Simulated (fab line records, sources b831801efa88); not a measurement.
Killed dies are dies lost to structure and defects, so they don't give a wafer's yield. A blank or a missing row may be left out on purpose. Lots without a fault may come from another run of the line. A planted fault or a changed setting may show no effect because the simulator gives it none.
fab line records | flow sky130
record lots=12 wafers=36 last_day=50
route steps=708 shown POLY_GATE@235 LDD_N@254 SPACER@304 POLY_CUT@316 PAD_OPEN@708
lots that met no fault: from a run of the same line without faults
start_h: hours from the record's first day to the start of the lot's first wafer shown | wait_h: hours since the lot's step before | " the same as in the row above | L1.1+2: a row that stands for several wafers | - no value, or no start given | * or withheld: withheld | < > ~ a bound
route shown NAME@n: a module of which the file shows steps, and the number in the route of the first | usual: mean/standard deviation of fault-free wafers | same: alike in all rows | chamber/n: place in a boat | sites: the reading at each site | _std_site: their standard deviation | _edge_site: outer sites' mean less inner sites' | radius_mm: how far each site lies from the wafer's centre | mask NAME#n: copy n | behind: the tool/chamber that last shaped the wafer | hold: why the lot was held/for how many hours/how that ended | device: the transistor (n, p or np) that didn't switch | end of line: the same wafers' tests at the end of the route | a step without rows: its recipe alone | killed: dies lost to structure and defects at the first sort, not the wafer's yield | map: a wafer's dies, x killed, . not, _ none there
set.NAME: the setting as run; set.NAME@STEP: as run at that earlier step | model.NAME: the simulator's own value behind a step, which no gauge read
steps of the route over a sample of lots; a table a step, a row a wafer
services: from which hour (start_h, from the record's first day; less than 0 if before it) a tool's chamber was out of use, for how many hours, and why
## steps
# step SKY_POLY_GATE_THK_MEAS_21
# recipe reads=SiO2_of_POLY_GATE_OXIDATION_20
# usual POLY_GATE_OXIDATION_THK=4.04/0.081
# columns lot.wafer tool chamber start_h wait_h POLY_GATE_OXIDATION_THK[nm]
L811.1 film_metro-04 - 381.92 0.0 4.00
L811.3 " - " " 4.12
L811.4 " - " " 4.07
L812.3 film_metro-04 - 395.08 0.0 4.14
L812.4 " - " " 3.98
L812.6 " - " " 4.06
L813.3 film_metro-02 - 395.08 0.0 4.06
L813.4 " - " " 4.11
L813.6 " - " " 4.17
L814.4 film_metro-03 - 397.51 0.0 4.02
L814.5 " - " " 3.95
L814.6 " - " " 3.90
L816.2 film_metro-03 - 422.14 0.0 4.02
L816.4 " - " " 4.05
L816.6 " - " " 3.97
L817.3 film_metro-03 - 435.19 0.0 3.99
L817.4 " - " " 4.09
L817.5 " - " " 4.00
L820.1 film_metro-02 - 459.28 0.0 3.96
L820.4 " - " " 4.01
L820.6 " - " " 4.05
L823.2 film_metro-04 - 479.26 0.0 4.09
L823.4 " - " " 4.09
L823.6 " - " " 4.19
L824.1 film_metro-02 - 491.62 0.0 3.94
L824.2 " - " " 3.94
L824.4 " - " " 3.96
L832.1 film_metro-04 - 554.28 0.0 4.00
L832.3 " - " " 4.04
L832.6 " - " " 4.02
L833.2 film_metro-03 - 561.43 0.0 4.04
L833.5 " - " " 4.01
L833.6 " - " " 4.06
L834.2 film_metro-02 - 571.48 0.0 4.20
L834.3 " - " " 4.23
L834.5 " - " " 4.22
# step SKY_LDD_N_TW_MEAS_17
# usual LDD_N_TW=2582/12
# columns lot.wafer tool chamber start_h wait_h LDD_N_TW
L811.1 film_metro-01 - 412.47 0.1 2570
L811.3 " - " " 2556
L811.4 " - " " 2557
L812.3 film_metro-03 - 426.14 0.1 2598
L812.4 " - " " 2582
L812.6 " - " " 2601
L813.3 film_metro-01 - 426.31 0.1 2577
L813.4 " - " " 2571
L813.6 " - " " 2570
L814.4 film_metro-03 - 428.28 0.1 2594
L814.5 " - " " 2594
L814.6 " - " " 2598
L816.2 film_metro-04 - 454.38 0.1 2576
L816.4 " - " " 2579
L816.6 " - " " 2573
L817.3 film_metro-04 - 467.39 0.1 2584
L817.4 " - " " 2587
L817.5 " - " " 2579
L820.1 film_metro-03 - 491.47 0.1 2579
L820.4 " - " " 2567
L820.6 " - " " 2582
L823.2 film_metro-01 - 511.28 0.1 2602
L823.4 " - " " 2604
L823.6 " - " " 2605
L824.1 film_metro-01 - 523.22 0.1 2591
L824.2 " - " " 2605
L824.4 " - " " 2591
L832.1 film_metro-03 - 585.42 0.1 2572
L832.3 " - " " 2573
L832.6 " - " " 2579
L833.2 film_metro-03 - 592.40 0.1 2571
L833.5 " - " " 2560
L833.6 " - " " 2570
L834.2 film_metro-04 - 601.79 0.1 2563
L834.3 " - " " 2579
L834.5 " - " " 2572
# step SKY_SPACER_CVD_00
# recipe material=Si3N4 precursor=DCS/NH3 target_thk_nm=43.1 temp_c=770 time_s=740 pressure_mtorr=250
# usual spike_tc_lower_C=770.3/1.6 zone_power_bottom_pct=18.7/0.31
# columns lot.wafer tool chamber start_h wait_h spike_tc_lower_C zone_power_bottom_pct
L811.1 lpcvd-02 0 535.18 0.0 768.0 18.3
L811.3 " 0 " " 768.1 18.5
L811.4 " 0 " " 767.2 18.3
L812.3 lpcvd-02 0 549.69 0.0 768.8 18.7
L812.4 " 0 " " 769.8 18.4
L812.6 " 0 " " 770.6 18.4
L813.3 lpcvd-02 0 552.25 2.3 769.7 18.5
L813.4 " 0 " " 767.3 18.2
L813.6 " 0 " " 768.9 19.0
L814.4 lpcvd-02 1 552.25 1.4 770.6 18.8
L814.5 " 1 " " 770.6 18.6
L814.6 " 1 " " 771.4 18.8
L816.2 lpcvd-02 0 582.27 4.9 768.8 18.4
L816.4 " 0 " " 769.1 18.1
L816.6 " 0 " " 769.0 18.6
L817.3 lpcvd-02 1 589.45 0.0 770.4 19.2
L817.4 " 1 " " 771.1 18.8
L817.5 " 1 " " 770.2 19.3
L820.1 lpcvd-02 1 611.40 1.1 771.7 19.3
L820.4 " 1 " " 770.9 18.9
L820.6 " 1 " " 771.0 18.7
L823.2 lpcvd-02 1 631.61 1.1 770.4 19.0
L823.4 " 1 " " 773.0 19.0
L823.6 " 1 " " 771.6 19.2
L824.1 lpcvd-02 0 641.70 0.0 768.4 18.4
L824.2 " 0 " " 768.7 18.5
L824.4 " 0 " " 768.1 18.7
L832.1 lpcvd-02 1 717.59 15.2 770.6 18.8
L832.3 " 1 " " 770.7 18.6
L832.6 " 1 " " 770.7 18.9
L833.2 lpcvd-02 1 717.59 9.6 770.9 19.1
L833.5 " 1 " " 770.5 18.7
L833.6 " 1 " " 770.1 18.6
L834.2 lpcvd-02 0 717.59 0.2 768.8 18.0
L834.3 " 0 " " 768.9 18.3
L834.5 " 0 " " 770.2 18.4
# step SKY_SPACER_THK_MEAS_01
# recipe reads=Si3N4_of_SPACER_CVD_00
# usual SPACER_CVD_00_THK=43.0/0.43
# columns lot.wafer tool chamber start_h wait_h SPACER_CVD_00_THK[nm]
L811.1 film_metro-02 - 536.39 0.0 43.4
L811.3 " - " " 43.4
L811.4 " - " " 43.3
L812.3 film_metro-02 - 550.92 0.0 42.5
L812.4 " - " " 43.0
L812.6 " - " " 42.8
L813.3 film_metro-01 - 553.48 0.0 43.0
L813.4 " - " " 43.1
L813.6 " - " " 42.6
L814.4 film_metro-03 - 553.49 0.0 43.1
L814.5 " - " " 43.3
L814.6 " - " " 43.1
L816.2 film_metro-01 - 583.48 0.0 42.8
L816.4 " - " " 43.1
L816.6 " - " " 42.9
L817.3 film_metro-03 - 590.67 0.0 43.2
L817.4 " - " " 42.9
L817.5 " - " " 42.8
L820.1 film_metro-03 - 612.60 0.0 43.4
L820.4 " - " " 43.6
L820.6 " - " " 44.0
L823.2 film_metro-02 - 632.82 0.0 79.8
L823.4 " - " " 79.5
L823.6 " - " " 79.4
L824.1 film_metro-01 - 642.90 0.0 78.9
L824.2 " - " " 79.4
L824.4 " - " " 79.3
L832.1 film_metro-01 - 718.79 0.0 42.7
L832.3 " - " " 43.0
L832.6 " - " " 43.2
L833.2 film_metro-03 - 718.80 0.0 43.5
L833.5 " - " " 43.4
L833.6 " - " " 43.0
L834.2 film_metro-02 - 718.86 0.1 43.5
L834.3 " - " " 43.5
L834.5 " - " " 43.6
# step SKY_SPACER_ETCHBACK_02
# recipe chemistry=CH3F/O2 target=Si3N4 stop_on=SiO2 source_w=400 bias_w=80 pressure_mtorr=25 ch3f_flow_sccm=40 O2_flow_sccm=30 time_s=46.7 target_depth_a=450
# usual drypump_motor_current_A=5.6/0.51 oes_product_au=0.854/0.0062 throttle_valve_pct=10.563/0.0097
# columns lot.wafer tool chamber start_h wait_h drypump_motor_current_A oes_product_au rf_hours_counter_h throttle_valve_pct
L811.1 rie_diel-02 1 536.45 0.1 4.9 0.859 10 10.560
L811.3 " 3 " " 5.9 0.858 59 10.576
L811.4 " 0 " " 5.2 0.853 22 10.562
L812.3 rie_diel-03 3 550.96 0.0 6.4 0.843 46 10.545
L812.4 " 0 " " 5.2 0.851 13 10.562
L812.6 " 3 " " 6.4 0.858 - 10.570
L813.3 rie_diel-02 1 553.52 0.0 4.9 0.860 10 10.577
L813.4 " 2 " " 6.4 0.862 9 10.554
L813.6 " 2 " " 6.4 0.850 - 10.564
L814.4 rie_diel-03 0 553.52 0.0 5.2 0.859 13 10.553
L814.5 " 1 " " 6.0 0.859 - 10.566
L814.6 " 2 " " 5.8 0.857 - 10.560
L816.2 rie_diel-03 3 583.53 0.0 6.4 0.848 47 10.556
L816.4 " 2 " " 5.8 0.858 - 10.568
L816.6 " 1 " " 6.0 0.855 - 10.577
L817.3 rie_diel-04 1 590.71 0.0 5.4 0.855 0 10.550
L817.4 " 0 " " 5.7 0.850 14 10.569
L817.5 " 3 " " 5.3 0.857 - 10.578
L820.1 rie_diel-03 3 612.66 0.1 6.4 0.859 48 10.565
L820.4 " 3 " " 6.4 0.855 - 10.582
L820.6 " 1 " " 6.1 0.858 - 10.561
L823.2 rie_diel-02 1 632.87 0.0 4.9 0.966 11 10.572
L823.4 " 3 " " 5.9 0.982 60 10.581
L823.6 " 0 " " 5.2 0.988 - 10.579
L824.1 rie_diel-03 1 642.96 0.1 6.1 0.982 29 10.593
L824.2 " 2 " " 5.8 1.004 0 10.569
L824.4 " 0 " " 5.3 1.021 15 10.589
L832.1 rie_diel-04 2 718.85 0.1 5.0 0.846 13 10.555
L832.3 " 1 " " 5.4 0.848 3 10.564
L832.6 " 2 " " 5.1 0.851 - 10.573
L833.2 rie_diel-02 0 718.85 0.0 5.2 0.854 25 10.571
L833.5 " 1 " " 4.9 0.862 - 10.547
L833.6 " 2 " " 6.4 0.857 - 10.563
L834.2 rie_diel-03 2 718.91 0.0 5.8 0.856 3 10.555
L834.3 " 0 " " 5.3 0.858 17 10.570
L834.5 " 0 " " 5.3 0.862 - 10.563
# step SKY_POLY_CUT_OVL_MEAS_09
# usual POLY_CUT_OVL=-1/5
# columns lot.wafer tool chamber start_h wait_h POLY_CUT_OVL[nm]
L811.1 overlay-01 - 566.87 0.1 0
L811.3 " - " " 1
L811.4 " - " " 4
L812.3 overlay-02 - 580.19 0.1 -4
L812.4 " - " " 6
L812.6 " - " " 3
L813.3 overlay-02 - 583.17 0.1 -5
L813.4 " - " " 8
L813.6 " - " " 3
L814.4 overlay-02 - 583.53 0.1 -2
L814.5 " - " " -1
L814.6 " - " " 1
L816.2 overlay-02 - 612.13 0.1 -10
L816.4 " - " " -7
L816.6 " - " " -6
L817.3 overlay-02 - 619.99 0.1 -8
L817.4 " - " " -2
L817.5 " - " " -6
L820.1 overlay-01 - 641.32 0.1 -4
L820.4 " - " " -3
L820.6 " - " " -5
L832.1 overlay-01 - 746.36 0.1 -4
L832.3 " - " " 0
L832.6 " - " " -3
L833.2 overlay-01 - 746.65 0.1 -2
L833.5 " - " " 2
L833.6 " - " " -7
L834.2 overlay-02 - 746.93 0.1 6
L834.3 " - " " -3
L834.5 " - " " 3
# step SKY_PAD_OPEN_PROBE_99
# usual killed_at_M0_to_M3=43/6.6 killed_at_M4_up=2.9/1.8 killed_at_contacts=25/5.3 killed_at_front_end=15/4.1 killed_at_other=0.3/0.6 killed_dies=86/8.8 killed_on_rim=17/3.5 killed_open=47/6.7 killed_short=39/6.2
# same gross_dies=492 killed_at_back_side=0
# columns lot.wafer tool chamber start_h wait_h killed_at_M0_to_M3 killed_at_M4_up killed_at_contacts killed_at_front_end killed_at_other killed_dies killed_on_rim killed_open killed_short
L811.1 prober-01 - 1080.28 0.1 42 0 23 11 0 76 15 44 32
L811.3 prober-01 - 1080.38 0.2 36 3 22 15 0 76 15 44 32
L811.4 prober-01 - 1080.43 0.2 39 1 22 18 0 80 18 43 37
L812.3 prober-02 - 1089.16 0.2 47 2 23 16 0 88 15 44 44
L812.4 prober-02 - 1089.21 0.2 53 1 27 14 0 95 21 51 44
L812.6 prober-02 - 1089.31 0.2 37 2 21 15 0 75 14 36 39
L813.3 prober-01 - 1092.40 0.2 41 1 31 17 1 91 18 45 46
L813.4 prober-01 - 1092.45 0.2 41 1 18 16 0 76 12 38 38
L813.6 prober-01 - 1092.55 0.2 50 3 13 14 1 81 14 39 42
L814.4 prober-02 - 1094.95 0.2 30 2 27 17 1 77 11 36 40
L814.5 prober-02 - 1095.00 0.2 44 3 19 18 1 85 18 43 42
L814.6 prober-02 - 1095.05 0.2 33 4 28 14 1 80 18 47 33
L816.2 prober-02 - 1113.17 0.1 45 1 26 19 1 92 13 54 38
L816.4 prober-02 - 1113.27 0.2 43 6 23 12 1 85 17 49 36
L816.6 prober-02 - 1113.37 0.2 45 5 25 15 0 90 19 50 40
L817.3 prober-01 - 1120.31 0.2 56 3 23 18 0 100 21 45 55
L817.4 prober-01 - 1120.36 0.2 43 3 32 11 1 90 17 52 38
L817.5 prober-01 - 1120.41 0.2 37 4 26 16 0 83 20 51 32
L820.1 prober-01 - 1136.14 0.1 35 3 26 17 0 81 18 44 37
L820.4 prober-01 - 1136.29 0.2 47 4 31 9 0 91 15 56 35
L820.6 prober-01 - 1136.39 0.2 42 3 24 18 0 87 23 52 34
L823.2 prober-02 - 1146.67 0.1 38 1 41 412 0 492 96 58 42
L823.4 prober-02 - 1146.77 0.2 53 3 29 406 1 492 96 50 57
L823.6 prober-02 - 1146.87 0.2 54 3 16 418 1 492 96 49 48
L824.1 prober-01 - 1154.46 0.1 42 5 28 417 0 492 96 50 37
L824.2 prober-01 - 1154.51 0.1 36 5 19 432 0 492 96 43 30
L824.4 prober-01 - 1154.61 0.2 49 6 25 408 4 492 96 46 52
L832.1 prober-01 - 1199.09 0.1 45 4 24 20 1 94 14 55 38
L832.3 prober-01 - 1199.19 0.2 52 4 22 17 0 95 16 50 45
L832.6 prober-01 - 1199.34 0.2 42 0 30 14 1 87 15 54 32
L833.2 prober-02 - 1200.68 0.1 43 3 26 10 0 82 17 45 37
L833.5 prober-02 - 1200.83 0.2 44 3 27 14 0 88 17 43 45
L833.6 prober-02 - 1200.88 0.2 44 1 22 19 0 86 17 49 37
L834.2 prober-01 - 1201.20 0.1 44 3 21 19 0 87 14 49 38
L834.3 prober-01 - 1201.25 0.2 47 1 21 13 0 82 19 54 27
L834.5 prober-01 - 1201.35 0.2 33 2 27 14 0 76 21 42 34
# killed by level:class
L811.1 CONTACT:geometric_particle:open=11 VIA1:geometric_particle:open=10 METAL2:geometric_particle:short=9 VIA3:geometric_particle:open=5 LI_CONTACT:geometric_particle:open=4 VIA2:geometric_particle:open=4 FIELD_ISO:geometric_particle:short=3 FIELD_ISO:geometric_particle:open=3
L811.3 VIA1:geometric_particle:open=8 CONTACT:geometric_particle:open=7 LI_CONTACT:geometric_particle:open=7 METAL2:geometric_particle:short=6 VIA1:geometric_particle:short=6 FIELD_ISO:geometric_particle:open=5 CONTACT:geometric_particle:short=4 VIA3:geometric_particle:open=4
L811.4 VIA1:geometric_particle:open=9 VIA2:geometric_particle:open=9 CONTACT:geometric_particle:open=7 POLY_GATE:geometric_particle:short=6 METAL1:geometric_particle:short=5 LOCAL_INTERCONNECT:geometric_particle:short=5 FIELD_ISO:geometric_particle:open=4 POLY_GATE:geometric_particle:open=4
L812.3 VIA2:geometric_particle:open=13 CONTACT:geometric_particle:open=7 CONTACT:geometric_particle:short=7 METAL1:geometric_particle:short=6 VIA3:geometric_particle:open=6 VIA1:geometric_particle:open=5 METAL3:geometric_particle:short=5 FIELD_ISO:geometric_particle:short=4
L812.4 VIA3:geometric_particle:open=12 LI_CONTACT:geometric_particle:open=9 VIA1:geometric_particle:open=9 VIA1:geometric_particle:short=7 METAL2:geometric_particle:short=6 CONTACT:geometric_particle:short=6 VIA2:geometric_particle:open=6 LOCAL_INTERCONNECT:geometric_particle:short=4
L812.6 CONTACT:geometric_particle:open=7 VIA2:geometric_particle:open=6 LI_CONTACT:geometric_particle:open=5 METAL2:geometric_particle:short=5 METAL1:geometric_particle:short=5 POLY_GATE:geometric_particle:open=4 VIA3:geometric_particle:open=4 CONTACT:geometric_particle:short=4
L813.3 LI_CONTACT:geometric_particle:open=10 VIA1:geometric_particle:open=8 METAL1:geometric_particle:short=8 CONTACT:geometric_particle:short=7 LI_CONTACT:geometric_particle:short=5 CONTACT:geometric_particle:open=5 METAL2:geometric_particle:short=5 VIA2:geometric_particle:open=5
L813.4 CONTACT:geometric_particle:open=9 VIA3:geometric_particle:open=7 VIA2:geometric_particle:open=6 METAL2:geometric_particle:short=5 POLY_GATE:geometric_particle:open=4 LI_CONTACT:geometric_particle:short=4 METAL1:geometric_particle:short=4 VIA1:geometric_particle:short=4
L813.6 VIA1:geometric_particle:open=10 VIA2:geometric_particle:open=8 VIA2:geometric_particle:short=8 METAL2:geometric_particle:short=5 VIA3:geometric_particle:open=5 LOCAL_INTERCONNECT:geometric_particle:short=4 CONTACT:geometric_particle:open=4 METAL1:geometric_particle:short=4
L814.4 CONTACT:geometric_particle:open=12 VIA1:geometric_particle:open=7 FIELD_ISO:geometric_particle:short=6 POLY_GATE:geometric_particle:short=6 LI_CONTACT:geometric_particle:open=6 CONTACT:geometric_particle:short=4 VIA1:geometric_particle:short=4 METAL2:geometric_particle:short=4
L814.5 VIA1:geometric_particle:open=10 FIELD_ISO:geometric_particle:short=6 CONTACT:geometric_particle:open=6 VIA2:geometric_particle:open=6 LOCAL_INTERCONNECT:geometric_particle:short=5 VIA3:geometric_particle:open=4 POLY_GATE:geometric_particle:short=4 LI_CONTACT:geometric_particle:open=4
L814.6 LI_CONTACT:geometric_particle:open=12 CONTACT:geometric_particle:open=9 METAL2:geometric_particle:short=6 VIA2:geometric_particle:open=5 VIA3:geometric_particle:short=5 POLY_GATE:geometric_particle:open=4 METAL1:geometric_particle:open=4 FIELD_ISO:geometric_particle:short=3
L816.2 VIA1:geometric_particle:open=12 VIA2:geometric_particle:open=11 CONTACT:geometric_particle:open=8 CONTACT:geometric_particle:short=7 FIELD_ISO:geometric_particle:open=6 LI_CONTACT:geometric_particle:open=5 VIA3:geometric_particle:open=5 VIA1:geometric_particle:short=4
L816.4 VIA1:geometric_particle:open=15 CONTACT:geometric_particle:open=13 METAL1:geometric_particle:short=6 VIA3:geometric_particle:open=6 VIA2:geometric_particle:open=5 METAL2:geometric_particle:short=4 METAL3:geometric_particle:short=4 METAL4:geometric_particle:short=4
L816.6 VIA1:geometric_particle:open=14 CONTACT:geometric_particle:open=8 LI_CONTACT:geometric_particle:open=7 METAL1:geometric_particle:short=6 VIA1:geometric_particle:short=6 LOCAL_INTERCONNECT:geometric_particle:short=5 FIELD_ISO:geometric_particle:short=4 POLY_GATE:geometric_particle:open=4
L817.3 VIA1:geometric_particle:open=13 CONTACT:geometric_particle:open=11 METAL1:geometric_particle:short=11 POLY_GATE:geometric_particle:short=6 LOCAL_INTERCONNECT:geometric_particle:short=5 VIA1:geometric_particle:short=5 VIA2:geometric_particle:open=5 VIA3:geometric_particle:short=5
L817.4 VIA1:geometric_particle:open=13 LI_CONTACT:geometric_particle:open=11 VIA2:geometric_particle:open=8 CONTACT:geometric_particle:open=8 LOCAL_INTERCONNECT:geometric_particle:short=6 METAL1:geometric_particle:short=5 METAL2:geometric_particle:short=5 POLY_GATE:geometric_particle:short=4
L817.5 CONTACT:geometric_particle:open=11 VIA1:geometric_particle:open=9 VIA2:geometric_particle:open=7 POLY_GATE:geometric_particle:open=6 LI_CONTACT:geometric_particle:open=6 METAL1:geometric_particle:short=5 LOCAL_INTERCONNECT:geometric_particle:short=5 CONTACT:geometric_particle:short=4
L820.1 LI_CONTACT:geometric_particle:open=9 VIA2:geometric_particle:open=8 CONTACT:geometric_particle:short=6 FIELD_ISO:geometric_particle:open=5 VIA3:geometric_particle:open=5 LOCAL_INTERCONNECT:geometric_particle:short=4 POLY_GATE:geometric_particle:short=4 POLY_GATE:geometric_particle:open=4
L820.4 VIA1:geometric_particle:open=12 CONTACT:geometric_particle:open=11 LI_CONTACT:geometric_particle:open=10 VIA2:geometric_particle:open=8 LI_CONTACT:geometric_particle:short=7 VIA3:geometric_particle:open=7 VIA1:geometric_particle:short=6 METAL2:geometric_particle:short=4
L820.6 CONTACT:geometric_particle:open=10 VIA1:geometric_particle:open=9 VIA3:geometric_particle:short=8 VIA3:geometric_particle:open=8 LI_CONTACT:geometric_particle:open=7 FIELD_ISO:geometric_particle:open=5 POLY_GATE:geometric_particle:short=4 POLY_GATE:geometric_particle:open=4
L823.2 SPACER:area_etchback=392 LI_CONTACT:geometric_particle:open=17 VIA1:geometric_particle:open=8 CONTACT:geometric_particle:open=8 VIA2:geometric_particle:open=7 FIELD_ISO:geometric_particle:short=6 CONTACT:geometric_particle:short=6 VIA2:geometric_particle:short=6
L823.4 SPACER:area_etchback=384 VIA1:geometric_particle:open=13 METAL1:geometric_particle:short=12 CONTACT:geometric_particle:open=10 CONTACT:geometric_particle:short=7 METAL2:geometric_particle:short=7 POLY_GATE:geometric_particle:short=6 POLY_GATE:geometric_particle:open=6
L823.6 SPACER:area_etchback=394 VIA1:geometric_particle:open=13 METAL1:geometric_particle:short=10 METAL2:geometric_particle:short=9 CONTACT:geometric_particle:open=8 VIA2:geometric_particle:open=8 POLY_GATE:geometric_particle:short=7 FIELD_ISO:geometric_particle:short=4
L824.1 SPACER:area_etchback=405 LI_CONTACT:geometric_particle:open=13 CONTACT:geometric_particle:open=9 VIA1:geometric_particle:open=7 VIA2:geometric_particle:open=6 METAL1:geometric_particle:short=6 METAL2:geometric_particle:short=6 VIA3:geometric_particle:open=5
L824.2 SPACER:area_etchback=418 CONTACT:geometric_particle:open=6 VIA1:geometric_particle:open=6 VIA3:geometric_particle:open=6 LI_CONTACT:geometric_particle:open=5 VIA2:geometric_particle:open=5 POLY_GATE:geometric_particle:short=4 METAL2:geometric_particle:open=4
L824.4 SPACER:area_etchback=392 VIA2:geometric_particle:open=10 LI_CONTACT:geometric_particle:open=8 CONTACT:geometric_particle:open=8 METAL1:geometric_particle:short=8 FIELD_ISO:geometric_particle:short=7 VIA3:geometric_particle:open=6 METAL2:geometric_particle:short=5
L832.1 VIA1:geometric_particle:open=13 VIA3:geometric_particle:open=10 CONTACT:geometric_particle:open=9 VIA2:geometric_particle:open=9 LOCAL_INTERCONNECT:geometric_particle:short=6 POLY_GATE:geometric_particle:open=5 CONTACT:geometric_particle:short=5 METAL1:geometric_particle:short=5
L832.3 VIA1:geometric_particle:open=12 VIA2:geometric_particle:open=9 VIA3:geometric_particle:open=8 FIELD_ISO:geometric_particle:short=6 LOCAL_INTERCONNECT:geometric_particle:short=6 CONTACT:geometric_particle:open=6 METAL2:geometric_particle:short=6 METAL1:geometric_particle:short=5
L832.6 VIA1:geometric_particle:open=14 CONTACT:geometric_particle:open=9 LI_CONTACT:geometric_particle:open=8 LOCAL_INTERCONNECT:geometric_particle:short=7 VIA3:geometric_particle:open=7 VIA2:geometric_particle:open=6 CONTACT:geometric_particle:short=5 FIELD_ISO:geometric_particle:short=3
L833.2 VIA2:geometric_particle:open=9 CONTACT:geometric_particle:open=7 VIA3:geometric_particle:open=7 VIA1:geometric_particle:open=6 VIA1:geometric_particle:short=6 LI_CONTACT:geometric_particle:open=5 CONTACT:geometric_particle:short=5 FIELD_ISO:geometric_particle:open=4
L833.5 CONTACT:geometric_particle:open=12 VIA1:geometric_particle:open=12 FIELD_ISO:geometric_particle:short=6 METAL1:geometric_particle:short=6 POLY_GATE:geometric_particle:short=4 LI_CONTACT:geometric_particle:short=4 VIA2:geometric_particle:open=4 METAL2:geometric_particle:short=4
L833.6 CONTACT:geometric_particle:open=12 VIA1:geometric_particle:open=11 POLY_GATE:geometric_particle:open=6 LI_CONTACT:geometric_particle:open=6 METAL1:geometric_particle:short=6 VIA2:geometric_particle:open=6 METAL2:geometric_particle:short=6 FIELD_ISO:geometric_particle:short=4
L834.2 METAL2:geometric_particle:short=10 CONTACT:geometric_particle:open=7 METAL1:geometric_particle:short=7 VIA2:geometric_particle:open=7 FIELD_ISO:geometric_particle:open=6 VIA1:geometric_particle:open=6 POLY_GATE:geometric_particle:open=4 LI_CONTACT:geometric_particle:open=4
L834.3 VIA1:geometric_particle:open=21 VIA2:geometric_particle:open=8 LI_CONTACT:geometric_particle:open=7 VIA3:geometric_particle:short=6 FIELD_ISO:geometric_particle:open=5 POLY_GATE:geometric_particle:short=5 CONTACT:geometric_particle:short=5 CONTACT:geometric_particle:open=4
L834.5 CONTACT:geometric_particle:open=12 VIA1:geometric_particle:open=9 METAL1:geometric_particle:short=7 VIA2:geometric_particle:open=5 POLY_GATE:geometric_particle:short=4 LI_CONTACT:geometric_particle:open=4 LOCAL_INTERCONNECT:geometric_particle:short=4 CONTACT:geometric_particle:short=4
## services
# columns tool chamber start_h hours kind
rie_diel-03 0 513.05 8.7 repair
rie_diel-02 2 522.15 1.5 repair
rie_diel-03 1 529.59 4.1 repair
rie_diel-04 1 571.33 - clean
lpcvd-02 - 576.16 6.1 pm
rie_diel-03 0 581.46 13.5 repair
rie_diel-03 2 597.93 1.5 repair
rie_diel-03 2 602.81 - clean
rie_diel-03 2 602.81 21.4 scheduled_down
rie_diel-03 2 602.81 21.4 vent_cycle
rie_diel-02 3 648.44 - clean
rie_diel-02 3 648.44 18.0 scheduled_down
rie_diel-02 3 648.44 18.0 vent_cycle
rie_diel-04 0 649.03 4.5 repair
rie_diel-03 2 655.94 2.7 repair
rie_diel-03 3 658.13 8.8 repair
rie_diel-04 1 671.67 9.0 repair
rie_diel-04 - 686.75 0.8 repair
rie_diel-03 - 688.92 0.5 repair
rie_diel-03 3 695.44 2.1 repair
rie_diel-02 0 695.64 15.5 repair
rie_diel-03 1 696.55 6.1 repair
lpcvd-02 - 702.99 14.6 pm
rie_diel-03 1 716.87 3.0 repair
## key
first_sign step=SKY_SPACER_THK_MEAS_01 reading=SPACER_CVD_00_THK direction=up sigmas=86 usual=43.0 struck=79.4
effect step=SKY_SPACER_ETCHBACK_02 reading=oes_product_au direction=up sigmas=22 usual=0.854 struck=0.990
effect step=SKY_PAD_OPEN_PROBE_99 reading=killed_at_front_end direction=up sigmas=99 usual=15 struck=416
more_kills_born_at SKY_SPACER_ETCHBACK_02@rie_diel-03=1215 SKY_SPACER_ETCHBACK_02@rie_diel-02=1170
met_at SKY_SPACER_CVD_00
struck_lots L823,L824
later_rows_left_out L823.2,L823.4,L823.6,L824.1,L824.2,L824.4
tester_left_out L823,L824
not_acting_at SKY_POLY_GATE_THK_MEAS_21,SKY_LDD_N_TW_MEAS_17,SKY_POLY_CUT_OVL_MEAS_09
onset_between 611.40 631.61
fault kind=process_parameter_drift tool=lpcvd-02 chamber=- onset_h=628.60 steps=SKY_SPACER_CVD_00 channel=target_thk_nm offset=36.557 shape=step end_h=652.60 acts_in=these_recipes_only stated=43.1
# tester_left_out: of these lots the tester's yield and bins aren't shown, on N5 and GAA mostly nor the transistor test; their killed dies are dies lost to structure and defects alone, not to doping, threshold or leakage, so they don't give the yield
# later_rows_left_out: the simulator's readings of these wafers behind a module that went badly wrong aren't trusted and aren't shown, but for the sort
